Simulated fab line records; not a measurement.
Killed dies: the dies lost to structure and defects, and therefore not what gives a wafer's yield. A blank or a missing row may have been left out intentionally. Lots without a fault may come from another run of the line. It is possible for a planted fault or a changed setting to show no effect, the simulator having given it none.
fab line records / flow sky130
[record] lots = 13 wafers = 39 last_day = 50
route steps=708 shown METAL3@568 PAD_OPEN@708
lots that met no fault: from a run of the same line without faults
start_h: hours from the record's first day to the start of the lot's first wafer shown / wait_h: hours from the lot's prior step to this one / " unchanged from the row above / L1.1+2: a single row standing in for several wafers / - no value, or no start was given / * or withheld: withheld / < > ~ a bound
route shown NAME@n: NAME is a module with steps in the file, n the number in the route of the first one / usual: mean/standard deviation of fault-free wafers / same: alike in all rows / chamber/n: place in a boat / sites: the reading at each site / _std_site: standard deviation across them / _edge_site: the outer-site mean with the inner-site mean subtracted / radius_mm: for every site, how far away it sits from the centre of the wafer / mask NAME#n: copy n / behind: the last tool/chamber to shape the wafer / hold: the reason the lot was held/the length of the hold in hours/how it ended / device: the transistor (n, p or np) that didn't switch / end of line: tests run on the same wafers once the route is complete / a step given without rows: its recipe and nothing more / killed: at the first sort, the dies lost to defects and structure; wafer yield is something else / map: per-die view of a wafer (x killed, . not killed, _ where there is no die)
set.NAME: the setting that was run; set.NAME@STEP: the one run at that earlier step / model.NAME: the simulator's own value behind a step, which no gauge read
one table for each step of the route and one row for each wafer, over a sample of lots
services: from which hour (start_h, from the record's first day; less than 0 if before it) a tool's chamber was out of use, for how many hours, and why
[[steps]]
[step SKY_METAL3_METAL_ETCH_18]
[recipe] target_depth_a = 8450 stop_on = SiO2 over_etch_frac = 0.3 time_s = 183.1 chemistry = Cl2/BCl3 resist_sidewall_deg = 88 pressure_mtorr = 10 icp_w = 900 bias_w = 48.5 Cl2_flow_sccm = 60 bcl3_flow_sccm = 30
[usual] bcl3_flow_sccm = 29.99/0.086 bias_w = 48.51/0.16 drypump_motor_current_A = 5.3/0.37 oes_product_au = 0.867/0.0061 throttle_valve_pct = 22.265/0.0086
lot.wafer=L332.4 tool=rie_metal-03 chamber=0 start_h=912.01 wait_h=0.1 bcl3_flow_sccm=30.12 bias_w=48.45 drypump_motor_current_A=5.3 oes_product_au=0.858 rf_hours_counter_h=- throttle_valve_pct=22.263
lot.wafer=L332.5 tool=rie_metal-03 chamber=0 start_h=912.01 wait_h=0.1 bcl3_flow_sccm=30.03 bias_w=48.27 drypump_motor_current_A=5.4 oes_product_au=0.858 rf_hours_counter_h=- throttle_valve_pct=22.262
lot.wafer=L332.6 tool=rie_metal-03 chamber=1 start_h=912.01 wait_h=0.1 bcl3_flow_sccm=29.97 bias_w=48.42 drypump_motor_current_A=5.9 oes_product_au=0.860 rf_hours_counter_h=- throttle_valve_pct=22.272
lot.wafer=L333.2 tool=rie_metal-02 chamber=1 start_h=931.28 wait_h=0.0 bcl3_flow_sccm=30.17 bias_w=48.53 drypump_motor_current_A=4.8 oes_product_au=0.863 rf_hours_counter_h=13 throttle_valve_pct=22.257
lot.wafer=L333.3 tool=rie_metal-02 chamber=0 start_h=931.28 wait_h=0.0 bcl3_flow_sccm=29.89 bias_w=48.67 drypump_motor_current_A=5.2 oes_product_au=0.864 rf_hours_counter_h=- throttle_valve_pct=22.264
lot.wafer=L333.4 tool=rie_metal-02 chamber=1 start_h=931.28 wait_h=0.0 bcl3_flow_sccm=30.01 bias_w=48.50 drypump_motor_current_A=4.8 oes_product_au=0.875 rf_hours_counter_h=- throttle_valve_pct=22.274
lot.wafer=L335.1 tool=rie_metal-02 chamber=0 start_h=938.63 wait_h=0.0 bcl3_flow_sccm=29.93 bias_w=48.25 drypump_motor_current_A=5.2 oes_product_au=0.861 rf_hours_counter_h=3 throttle_valve_pct=22.256
lot.wafer=L335.2 tool=rie_metal-02 chamber=1 start_h=938.63 wait_h=0.0 bcl3_flow_sccm=30.05 bias_w=48.51 drypump_motor_current_A=4.8 oes_product_au=0.868 rf_hours_counter_h=13 throttle_valve_pct=22.278
lot.wafer=L335.4 tool=rie_metal-02 chamber=0 start_h=938.63 wait_h=0.0 bcl3_flow_sccm=30.09 bias_w=48.60 drypump_motor_current_A=5.2 oes_product_au=0.872 rf_hours_counter_h=- throttle_valve_pct=22.286
lot.wafer=L334.1 tool=rie_metal-02 chamber=0 start_h=942.05 wait_h=0.0 bcl3_flow_sccm=30.12 bias_w=48.64 drypump_motor_current_A=5.2 oes_product_au=0.883 rf_hours_counter_h=4 throttle_valve_pct=22.260
lot.wafer=L334.3 tool=rie_metal-02 chamber=0 start_h=942.05 wait_h=0.0 bcl3_flow_sccm=30.06 bias_w=48.49 drypump_motor_current_A=5.2 oes_product_au=0.863 rf_hours_counter_h=- throttle_valve_pct=22.274
lot.wafer=L334.5 tool=rie_metal-02 chamber=1 start_h=942.05 wait_h=0.0 bcl3_flow_sccm=29.98 bias_w=48.64 drypump_motor_current_A=4.8 oes_product_au=0.866 rf_hours_counter_h=- throttle_valve_pct=22.250
lot.wafer=L336.3 tool=rie_metal-01 chamber=0 start_h=942.77 wait_h=0.1 bcl3_flow_sccm=30.04 bias_w=48.50 drypump_motor_current_A=5.4 oes_product_au=0.871 rf_hours_counter_h=- throttle_valve_pct=22.274
lot.wafer=L336.4 tool=rie_metal-01 chamber=1 start_h=942.77 wait_h=0.1 bcl3_flow_sccm=30.01 bias_w=48.43 drypump_motor_current_A=5.6 oes_product_au=0.874 rf_hours_counter_h=- throttle_valve_pct=22.247
lot.wafer=L336.6 tool=rie_metal-01 chamber=0 start_h=942.77 wait_h=0.1 bcl3_flow_sccm=30.02 bias_w=48.61 drypump_motor_current_A=5.4 oes_product_au=0.864 rf_hours_counter_h=- throttle_valve_pct=22.265
lot.wafer=L342.1 tool=rie_metal-03 chamber=1 start_h=980.07 wait_h=0.0 bcl3_flow_sccm=- bias_w=- drypump_motor_current_A=- oes_product_au=- rf_hours_counter_h=- throttle_valve_pct=-
lot.wafer=L342.3 tool=rie_metal-03 chamber=0 start_h=980.07 wait_h=0.0 bcl3_flow_sccm=- bias_w=- drypump_motor_current_A=- oes_product_au=- rf_hours_counter_h=- throttle_valve_pct=-
lot.wafer=L342.5 tool=rie_metal-03 chamber=0 start_h=980.07 wait_h=0.0 bcl3_flow_sccm=- bias_w=- drypump_motor_current_A=- oes_product_au=- rf_hours_counter_h=- throttle_valve_pct=-
lot.wafer=L343.1 tool=rie_metal-03 chamber=1 start_h=988.68 wait_h=0.0 bcl3_flow_sccm=- bias_w=- drypump_motor_current_A=- oes_product_au=- rf_hours_counter_h=- throttle_valve_pct=-
lot.wafer=L343.3 tool=rie_metal-03 chamber=1 start_h=988.68 wait_h=0.0 bcl3_flow_sccm=- bias_w=- drypump_motor_current_A=- oes_product_au=- rf_hours_counter_h=- throttle_valve_pct=-
lot.wafer=L343.6 tool=rie_metal-03 chamber=1 start_h=988.68 wait_h=0.0 bcl3_flow_sccm=- bias_w=- drypump_motor_current_A=- oes_product_au=- rf_hours_counter_h=- throttle_valve_pct=-
lot.wafer=L344.1 tool=rie_metal-02 chamber=1 start_h=998.07 wait_h=0.0 bcl3_flow_sccm=29.94 bias_w=48.34 drypump_motor_current_A=4.8 oes_product_au=0.857 rf_hours_counter_h=17 throttle_valve_pct=22.261
lot.wafer=L344.4 tool=rie_metal-02 chamber=1 start_h=998.07 wait_h=0.0 bcl3_flow_sccm=29.90 bias_w=48.45 drypump_motor_current_A=4.8 oes_product_au=0.868 rf_hours_counter_h=- throttle_valve_pct=22.263
lot.wafer=L344.6 tool=rie_metal-02 chamber=0 start_h=998.07 wait_h=0.0 bcl3_flow_sccm=30.02 bias_w=48.58 drypump_motor_current_A=5.2 oes_product_au=0.872 rf_hours_counter_h=- throttle_valve_pct=22.269
lot.wafer=L349.1 tool=rie_metal-01 chamber=1 start_h=1034.52 wait_h=0.0 bcl3_flow_sccm=29.89 bias_w=48.71 drypump_motor_current_A=5.6 oes_product_au=0.879 rf_hours_counter_h=15 throttle_valve_pct=22.257
lot.wafer=L349.4 tool=rie_metal-01 chamber=0 start_h=1034.52 wait_h=0.0 bcl3_flow_sccm=30.10 bias_w=48.42 drypump_motor_current_A=5.5 oes_product_au=0.869 rf_hours_counter_h=- throttle_valve_pct=22.249
lot.wafer=L349.5 tool=rie_metal-01 chamber=1 start_h=1034.52 wait_h=0.0 bcl3_flow_sccm=29.83 bias_w=48.69 drypump_motor_current_A=5.6 oes_product_au=0.871 rf_hours_counter_h=- throttle_valve_pct=22.274
lot.wafer=L350.1 tool=rie_metal-02 chamber=1 start_h=1041.54 wait_h=0.0 bcl3_flow_sccm=29.98 bias_w=48.36 drypump_motor_current_A=4.8 oes_product_au=0.855 rf_hours_counter_h=21 throttle_valve_pct=22.267
lot.wafer=L350.4 tool=rie_metal-02 chamber=1 start_h=1041.54 wait_h=0.0 bcl3_flow_sccm=30.05 bias_w=48.31 drypump_motor_current_A=4.8 oes_product_au=0.863 rf_hours_counter_h=- throttle_valve_pct=22.272
lot.wafer=L350.5 tool=rie_metal-02 chamber=0 start_h=1041.54 wait_h=0.0 bcl3_flow_sccm=29.91 bias_w=48.60 drypump_motor_current_A=5.2 oes_product_au=0.862 rf_hours_counter_h=- throttle_valve_pct=22.267
lot.wafer=L351.2 tool=rie_metal-03 chamber=0 start_h=1045.51 wait_h=0.1 bcl3_flow_sccm=29.99 bias_w=48.36 drypump_motor_current_A=5.4 oes_product_au=0.860 rf_hours_counter_h=- throttle_valve_pct=22.265
lot.wafer=L351.3 tool=rie_metal-03 chamber=0 start_h=1045.51 wait_h=0.1 bcl3_flow_sccm=30.19 bias_w=48.45 drypump_motor_current_A=5.4 oes_product_au=0.861 rf_hours_counter_h=- throttle_valve_pct=22.252
lot.wafer=L351.5 tool=rie_metal-03 chamber=0 start_h=1045.51 wait_h=0.1 bcl3_flow_sccm=30.00 bias_w=48.28 drypump_motor_current_A=5.3 oes_product_au=0.862 rf_hours_counter_h=- throttle_valve_pct=22.271
lot.wafer=L352.1 tool=rie_metal-01 chamber=1 start_h=1046.82 wait_h=0.0 bcl3_flow_sccm=29.92 bias_w=48.77 drypump_motor_current_A=5.6 oes_product_au=0.860 rf_hours_counter_h=16 throttle_valve_pct=22.271
lot.wafer=L352.3 tool=rie_metal-01 chamber=1 start_h=1046.82 wait_h=0.0 bcl3_flow_sccm=29.92 bias_w=48.47 drypump_motor_current_A=5.6 oes_product_au=0.879 rf_hours_counter_h=- throttle_valve_pct=22.267
lot.wafer=L352.5 tool=rie_metal-01 chamber=1 start_h=1046.82 wait_h=0.0 bcl3_flow_sccm=29.79 bias_w=48.80 drypump_motor_current_A=5.6 oes_product_au=0.871 rf_hours_counter_h=- throttle_valve_pct=22.276
lot.wafer=L353.1 tool=rie_metal-02 chamber=0 start_h=1054.90 wait_h=0.0 bcl3_flow_sccm=29.95 bias_w=48.50 drypump_motor_current_A=5.2 oes_product_au=0.865 rf_hours_counter_h=9 throttle_valve_pct=22.261
lot.wafer=L353.2 tool=rie_metal-02 chamber=1 start_h=1054.90 wait_h=0.0 bcl3_flow_sccm=29.98 bias_w=48.23 drypump_motor_current_A=4.8 oes_product_au=0.869 rf_hours_counter_h=22 throttle_valve_pct=22.259
lot.wafer=L353.6 tool=rie_metal-02 chamber=1 start_h=1054.90 wait_h=0.0 bcl3_flow_sccm=29.92 bias_w=48.40 drypump_motor_current_A=4.8 oes_product_au=0.873 rf_hours_counter_h=- throttle_valve_pct=22.256
[step SKY_METAL3_STRIP_19]
[recipe] chemistry = O2/N2 power_w = 1400 pressure_mtorr = 1500 platen_temp_c = withheld o2_flow_sccm = 3000 n2_flow_sccm = 300 overash_fraction = 0.5
[usual] drypump_motor_current_A = 5.6/0.49 o2_flow_sccm = 3001/9.2 oes_product_au = 0.496/0.0058 strip_time_to_endpoint_s = 6.38/0.093
lot.wafer=L332.4 tool=plasma_asher-02 chamber=0 start_h=912.17 wait_h=0.1 drypump_motor_current_A=5.0 o2_flow_sccm=2990 oes_product_au=0.502 rf_hours_counter_h=- strip_time_to_endpoint_s=6.39
lot.wafer=L332.5 tool=plasma_asher-02 chamber=0 start_h=912.17 wait_h=0.1 drypump_motor_current_A=5.0 o2_flow_sccm=2977 oes_product_au=0.502 rf_hours_counter_h=- strip_time_to_endpoint_s=6.34
lot.wafer=L332.6 tool=plasma_asher-02 chamber=1 start_h=912.17 wait_h=0.1 drypump_motor_current_A=5.6 o2_flow_sccm=3013 oes_product_au=0.504 rf_hours_counter_h=- strip_time_to_endpoint_s=6.45
lot.wafer=L333.2 tool=plasma_asher-01 chamber=1 start_h=931.46 wait_h=0.1 drypump_motor_current_A=5.4 o2_flow_sccm=3002 oes_product_au=0.495 rf_hours_counter_h=19 strip_time_to_endpoint_s=6.31
lot.wafer=L333.3 tool=plasma_asher-01 chamber=0 start_h=931.46 wait_h=0.1 drypump_motor_current_A=6.3 o2_flow_sccm=3002 oes_product_au=0.494 rf_hours_counter_h=- strip_time_to_endpoint_s=6.47
lot.wafer=L333.4 tool=plasma_asher-01 chamber=1 start_h=931.46 wait_h=0.1 drypump_motor_current_A=5.3 o2_flow_sccm=3014 oes_product_au=0.490 rf_hours_counter_h=- strip_time_to_endpoint_s=6.36
lot.wafer=L335.1 tool=plasma_asher-02 chamber=0 start_h=938.81 wait_h=0.1 drypump_motor_current_A=5.0 o2_flow_sccm=3006 oes_product_au=0.506 rf_hours_counter_h=116 strip_time_to_endpoint_s=6.60
lot.wafer=L335.2 tool=plasma_asher-02 chamber=1 start_h=938.81 wait_h=0.1 drypump_motor_current_A=5.6 o2_flow_sccm=2988 oes_product_au=0.492 rf_hours_counter_h=116 strip_time_to_endpoint_s=6.36
lot.wafer=L335.4 tool=plasma_asher-02 chamber=1 start_h=938.81 wait_h=0.1 drypump_motor_current_A=5.6 o2_flow_sccm=3003 oes_product_au=0.511 rf_hours_counter_h=- strip_time_to_endpoint_s=6.57
lot.wafer=L334.1 tool=plasma_asher-01 chamber=0 start_h=942.23 wait_h=0.1 drypump_motor_current_A=6.3 o2_flow_sccm=2997 oes_product_au=0.498 rf_hours_counter_h=20 strip_time_to_endpoint_s=6.46
lot.wafer=L334.3 tool=plasma_asher-01 chamber=0 start_h=942.23 wait_h=0.1 drypump_motor_current_A=6.3 o2_flow_sccm=3001 oes_product_au=0.506 rf_hours_counter_h=- strip_time_to_endpoint_s=6.48
lot.wafer=L334.5 tool=plasma_asher-01 chamber=1 start_h=942.23 wait_h=0.1 drypump_motor_current_A=5.4 o2_flow_sccm=2981 oes_product_au=0.493 rf_hours_counter_h=- strip_time_to_endpoint_s=6.36
lot.wafer=L336.3 tool=plasma_asher-02 chamber=0 start_h=942.92 wait_h=0.1 drypump_motor_current_A=5.0 o2_flow_sccm=3000 oes_product_au=0.492 rf_hours_counter_h=- strip_time_to_endpoint_s=6.27
lot.wafer=L336.4 tool=plasma_asher-02 chamber=1 start_h=942.92 wait_h=0.1 drypump_motor_current_A=5.6 o2_flow_sccm=3000 oes_product_au=0.484 rf_hours_counter_h=- strip_time_to_endpoint_s=6.24
lot.wafer=L336.6 tool=plasma_asher-02 chamber=0 start_h=942.92 wait_h=0.1 drypump_motor_current_A=5.0 o2_flow_sccm=3000 oes_product_au=0.504 rf_hours_counter_h=- strip_time_to_endpoint_s=6.29
lot.wafer=L342.1 tool=plasma_asher-02 chamber=0 start_h=980.25 wait_h=0.1 drypump_motor_current_A=5.0 o2_flow_sccm=3006 oes_product_au=0.716 rf_hours_counter_h=120 strip_time_to_endpoint_s=11.73
lot.wafer=L342.3 tool=plasma_asher-02 chamber=0 start_h=980.25 wait_h=0.1 drypump_motor_current_A=5.0 o2_flow_sccm=3015 oes_product_au=0.709 rf_hours_counter_h=- strip_time_to_endpoint_s=11.72
lot.wafer=L342.5 tool=plasma_asher-02 chamber=0 start_h=980.25 wait_h=0.1 drypump_motor_current_A=5.0 o2_flow_sccm=3001 oes_product_au=0.720 rf_hours_counter_h=- strip_time_to_endpoint_s=11.73
lot.wafer=L343.1 tool=plasma_asher-01 chamber=1 start_h=988.86 wait_h=0.1 drypump_motor_current_A=5.3 o2_flow_sccm=2988 oes_product_au=0.714 rf_hours_counter_h=25 strip_time_to_endpoint_s=11.70
lot.wafer=L343.3 tool=plasma_asher-01 chamber=1 start_h=988.86 wait_h=0.1 drypump_motor_current_A=5.3 o2_flow_sccm=3005 oes_product_au=0.723 rf_hours_counter_h=- strip_time_to_endpoint_s=11.74
lot.wafer=L343.6 tool=plasma_asher-01 chamber=1 start_h=988.86 wait_h=0.1 drypump_motor_current_A=5.3 o2_flow_sccm=2997 oes_product_au=0.705 rf_hours_counter_h=- strip_time_to_endpoint_s=11.72
lot.wafer=L344.1 tool=plasma_asher-01 chamber=1 start_h=998.25 wait_h=0.1 drypump_motor_current_A=5.3 o2_flow_sccm=2989 oes_product_au=0.496 rf_hours_counter_h=26 strip_time_to_endpoint_s=6.39
lot.wafer=L344.4 tool=plasma_asher-01 chamber=1 start_h=998.25 wait_h=0.1 drypump_motor_current_A=5.3 o2_flow_sccm=2994 oes_product_au=0.495 rf_hours_counter_h=- strip_time_to_endpoint_s=6.40
lot.wafer=L344.6 tool=plasma_asher-01 chamber=0 start_h=998.25 wait_h=0.1 drypump_motor_current_A=6.3 o2_flow_sccm=2996 oes_product_au=0.506 rf_hours_counter_h=- strip_time_to_endpoint_s=6.55
lot.wafer=L349.1 tool=plasma_asher-03 chamber=0 start_h=1034.70 wait_h=0.1 drypump_motor_current_A=6.1 o2_flow_sccm=2987 oes_product_au=0.492 rf_hours_counter_h=92 strip_time_to_endpoint_s=6.27
lot.wafer=L349.4 tool=plasma_asher-03 chamber=1 start_h=1034.70 wait_h=0.1 drypump_motor_current_A=6.2 o2_flow_sccm=3010 oes_product_au=0.484 rf_hours_counter_h=- strip_time_to_endpoint_s=6.31
lot.wafer=L349.5 tool=plasma_asher-03 chamber=0 start_h=1034.70 wait_h=0.1 drypump_motor_current_A=6.1 o2_flow_sccm=2991 oes_product_au=0.498 rf_hours_counter_h=- strip_time_to_endpoint_s=6.38
lot.wafer=L350.1 tool=plasma_asher-02 chamber=1 start_h=1041.72 wait_h=0.1 drypump_motor_current_A=5.6 o2_flow_sccm=3013 oes_product_au=0.494 rf_hours_counter_h=124 strip_time_to_endpoint_s=6.45
lot.wafer=L350.4 tool=plasma_asher-02 chamber=0 start_h=1041.72 wait_h=0.1 drypump_motor_current_A=5.0 o2_flow_sccm=2997 oes_product_au=0.495 rf_hours_counter_h=- strip_time_to_endpoint_s=6.44
lot.wafer=L350.5 tool=plasma_asher-02 chamber=0 start_h=1041.72 wait_h=0.1 drypump_motor_current_A=5.0 o2_flow_sccm=2995 oes_product_au=0.494 rf_hours_counter_h=- strip_time_to_endpoint_s=6.53
lot.wafer=L351.2 tool=plasma_asher-01 chamber=0 start_h=1045.81 wait_h=0.2 drypump_motor_current_A=6.3 o2_flow_sccm=2999 oes_product_au=0.487 rf_hours_counter_h=31 strip_time_to_endpoint_s=6.25
lot.wafer=L351.3 tool=plasma_asher-01 chamber=1 start_h=1045.81 wait_h=0.2 drypump_motor_current_A=5.4 o2_flow_sccm=3001 oes_product_au=0.498 rf_hours_counter_h=- strip_time_to_endpoint_s=6.25
lot.wafer=L351.5 tool=plasma_asher-01 chamber=0 start_h=1045.81 wait_h=0.2 drypump_motor_current_A=6.3 o2_flow_sccm=2995 oes_product_au=0.501 rf_hours_counter_h=- strip_time_to_endpoint_s=6.27
lot.wafer=L352.1 tool=plasma_asher-03 chamber=1 start_h=1047.18 wait_h=0.3 drypump_motor_current_A=6.2 o2_flow_sccm=2999 oes_product_au=0.492 rf_hours_counter_h=93 strip_time_to_endpoint_s=6.25
lot.wafer=L352.3 tool=plasma_asher-03 chamber=0 start_h=1047.18 wait_h=0.3 drypump_motor_current_A=6.1 o2_flow_sccm=3001 oes_product_au=0.494 rf_hours_counter_h=- strip_time_to_endpoint_s=6.31
lot.wafer=L352.5 tool=plasma_asher-03 chamber=0 start_h=1047.18 wait_h=0.3 drypump_motor_current_A=6.0 o2_flow_sccm=3000 oes_product_au=0.488 rf_hours_counter_h=- strip_time_to_endpoint_s=6.28
lot.wafer=L353.1 tool=plasma_asher-01 chamber=0 start_h=1055.08 wait_h=0.1 drypump_motor_current_A=6.3 o2_flow_sccm=2989 oes_product_au=0.501 rf_hours_counter_h=32 strip_time_to_endpoint_s=6.57
lot.wafer=L353.2 tool=plasma_asher-01 chamber=1 start_h=1055.08 wait_h=0.1 drypump_motor_current_A=5.3 o2_flow_sccm=3005 oes_product_au=0.500 rf_hours_counter_h=32 strip_time_to_endpoint_s=6.43
lot.wafer=L353.6 tool=plasma_asher-01 chamber=0 start_h=1055.08 wait_h=0.1 drypump_motor_current_A=6.4 o2_flow_sccm=3002 oes_product_au=0.496 rf_hours_counter_h=- strip_time_to_endpoint_s=6.39
[step SKY_PAD_OPEN_PROBE_99]
[usual] defect_limited_yield = 82.5/1.9 killed_at_M0_to_M3 = 43/7.2 killed_at_M4_up = 3.3/2 killed_at_contacts = 25/5.8 killed_at_front_end = 15/4.5 killed_at_other = 0.3/0.62 killed_dies = 86/9.4 killed_on_rim = 17/3.7 killed_open = 47/7.1 killed_short = 39/6 sort_bin_3_pad_short = 0.9/0.4 sort_bin_5_function = 10.4/1.4 sort_bin_6_memory = 6.2/1.1 sort_bin_8_speed = 0.7/1.4 sort_n_pass = 402/11 sort_yield_pct = 81.7/2.2
[same] gross_dies = 492 killed_at_back_side = 0 sort_bin_4_leakage[%] = 0
lot.wafer=L342.1 tool=prober-01 chamber=- start_h=1140.07 wait_h=0.1 defect_limited_yield[%]=0 killed_at_M0_to_M3=450 killed_at_M4_up=6 killed_at_contacts=20 killed_at_front_end=16 killed_at_other=0 killed_dies=492 killed_on_rim=96 killed_open=46 killed_short=39 sort_bin_3_pad_short[%]=0.6 sort_bin_5_function[%]=93.5 sort_bin_6_memory[%]=5.9 sort_bin_8_speed[%]=0 sort_n_pass=0 sort_yield_pct[%]=0
lot.wafer=L342.3 tool=prober-01 chamber=- start_h=1140.17 wait_h=0.2 defect_limited_yield[%]=0 killed_at_M0_to_M3=446 killed_at_M4_up=4 killed_at_contacts=22 killed_at_front_end=20 killed_at_other=0 killed_dies=492 killed_on_rim=96 killed_open=46 killed_short=36 sort_bin_3_pad_short[%]=0.8 sort_bin_5_function[%]=93.5 sort_bin_6_memory[%]=5.7 sort_bin_8_speed[%]=0 sort_n_pass=0 sort_yield_pct[%]=0
lot.wafer=L342.5 tool=prober-01 chamber=- start_h=1140.27 wait_h=0.2 defect_limited_yield[%]=0 killed_at_M0_to_M3=451 killed_at_M4_up=2 killed_at_contacts=20 killed_at_front_end=18 killed_at_other=1 killed_dies=492 killed_on_rim=96 killed_open=45 killed_short=27 sort_bin_3_pad_short[%]=0 sort_bin_5_function[%]=93.9 sort_bin_6_memory[%]=6.1 sort_bin_8_speed[%]=0 sort_n_pass=0 sort_yield_pct[%]=0
lot.wafer=L343.1 tool=prober-02 chamber=- start_h=1147.66 wait_h=0.1 defect_limited_yield[%]=0 killed_at_M0_to_M3=455 killed_at_M4_up=3 killed_at_contacts=26 killed_at_front_end=8 killed_at_other=0 killed_dies=492 killed_on_rim=96 killed_open=46 killed_short=28 sort_bin_3_pad_short[%]=0.4 sort_bin_5_function[%]=93.9 sort_bin_6_memory[%]=5.7 sort_bin_8_speed[%]=0 sort_n_pass=0 sort_yield_pct[%]=0
lot.wafer=L343.3 tool=prober-02 chamber=- start_h=1147.76 wait_h=0.2 defect_limited_yield[%]=0 killed_at_M0_to_M3=448 killed_at_M4_up=2 killed_at_contacts=29 killed_at_front_end=13 killed_at_other=0 killed_dies=492 killed_on_rim=96 killed_open=48 killed_short=39 sort_bin_3_pad_short[%]=0.8 sort_bin_5_function[%]=90.9 sort_bin_6_memory[%]=8.3 sort_bin_8_speed[%]=0 sort_n_pass=0 sort_yield_pct[%]=0
lot.wafer=L343.6 tool=prober-02 chamber=- start_h=1147.91 wait_h=0.2 defect_limited_yield[%]=0 killed_at_M0_to_M3=453 killed_at_M4_up=2 killed_at_contacts=19 killed_at_front_end=17 killed_at_other=1 killed_dies=492 killed_on_rim=96 killed_open=42 killed_short=37 sort_bin_3_pad_short[%]=1.4 sort_bin_5_function[%]=94.7 sort_bin_6_memory[%]=3.9 sort_bin_8_speed[%]=0 sort_n_pass=0 sort_yield_pct[%]=0
// killed by level:class
L342.1 METAL3:area_etch=407 VIA1:geometric_particle:open=9 VIA1:geometric_particle:short=8 LI_CONTACT:geometric_particle:open=6 CONTACT:geometric_particle:short=6 METAL4:geometric_particle:short=6 CONTACT:geometric_particle:open=5 METAL1:geometric_particle:short=5
L342.3 METAL3:area_etch=410 CONTACT:geometric_particle:open=8 VIA1:geometric_particle:open=8 POLY_GATE:geometric_particle:short=7 POLY_GATE:geometric_particle:open=6 LI_CONTACT:geometric_particle:open=6 VIA2:geometric_particle:open=6 LOCAL_INTERCONNECT:geometric_particle:short=5
L342.5 METAL3:area_etch=420 VIA1:geometric_particle:open=12 CONTACT:geometric_particle:open=7 POLY_GATE:geometric_particle:open=6 LI_CONTACT:geometric_particle:open=6 VIA2:geometric_particle:open=5 FIELD_ISO:geometric_particle:open=4 VIA2:geometric_particle:short=4
L343.1 METAL3:area_etch=418 CONTACT:geometric_particle:open=9 VIA1:geometric_particle:open=9 VIA2:geometric_particle:open=8 CONTACT:geometric_particle:short=7 VIA3:geometric_particle:open=7 FIELD_ISO:geometric_particle:open=5 LI_CONTACT:geometric_particle:open=5
L343.3 METAL3:area_etch=405 CONTACT:geometric_particle:open=14 VIA1:geometric_particle:open=12 METAL2:geometric_particle:short=6 VIA1:geometric_particle:short=6 VIA2:geometric_particle:open=6 LI_CONTACT:geometric_particle:open=5 VIA3:geometric_particle:short=5
L343.6 METAL3:area_etch=413 FIELD_ISO:geometric_particle:short=9 CONTACT:geometric_particle:open=8 VIA1:geometric_particle:open=8 VIA2:geometric_particle:open=7 METAL2:geometric_particle:short=6 FIELD_ISO:geometric_particle:open=5 VIA1:geometric_particle:short=5
[[services]]
tool=rie_metal-01 chamber=- start_h=907.06 hours=2.8 kind=pm
tool=rie_metal-03 chamber=0 start_h=921.33 hours=12.8 kind=repair
tool=rie_metal-02 chamber=1 start_h=921.34 hours=1.1 kind=repair
tool=rie_metal-03 chamber=0 start_h=955.49 hours=9.2 kind=repair
tool=plasma_asher-03 chamber=- start_h=988.37 hours=4.0 kind=repair
tool=plasma_asher-02 chamber=- start_h=989.32 hours=14.6 kind=pm
tool=plasma_asher-01 chamber=- start_h=991.52 hours=1.2 kind=repair
tool=rie_metal-02 chamber=0 start_h=1008.87 hours=22.0 kind=repair
tool=rie_metal-01 chamber=0 start_h=1039.05 hours=- kind=clean
tool=rie_metal-01 chamber=0 start_h=1039.05 hours=16.4 kind=scheduled_down
tool=rie_metal-01 chamber=0 start_h=1039.05 hours=16.4 kind=vent_cycle
tool=rie_metal-03 chamber=1 start_h=1041.66 hours=- kind=clean
tool=rie_metal-03 chamber=1 start_h=1041.66 hours=14.1 kind=scheduled_down
tool=rie_metal-03 chamber=1 start_h=1041.66 hours=14.1 kind=vent_cycle
[[key]]
[first_sign] step = SKY_METAL3_METAL_ETCH_18 reading = tool_record direction = missing
[effect] step = SKY_METAL3_STRIP_19 reading = strip_time_to_endpoint_s direction = up sigmas = 57 usual = * struck = *
[effect] step = SKY_PAD_OPEN_PROBE_99 reading = sort_bin_5_function direction = up sigmas = 61 usual = 10.4 struck = 93.4
[more_kills_born_at] SKY_METAL3_METAL_ETCH_18@rie_metal-03 = 2473
met_at SKY_METAL3_METAL_ETCH_18
struck_lots L342,L343
later_rows_left_out L342.1,L342.3,L342.5,L343.1,L343.3,L343.6
onset_between 912.01 980.07
[fault] kind = skipped_step_whole tool = rie_metal-03 chamber = - onset_h = 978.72 steps = SKY_METAL3_METAL_ETCH_18 scope = struck_lots_only
// later_rows_left_out: the simulator's readings of these wafers behind a module that went badly wrong aren't trusted and aren't shown, but for the sort
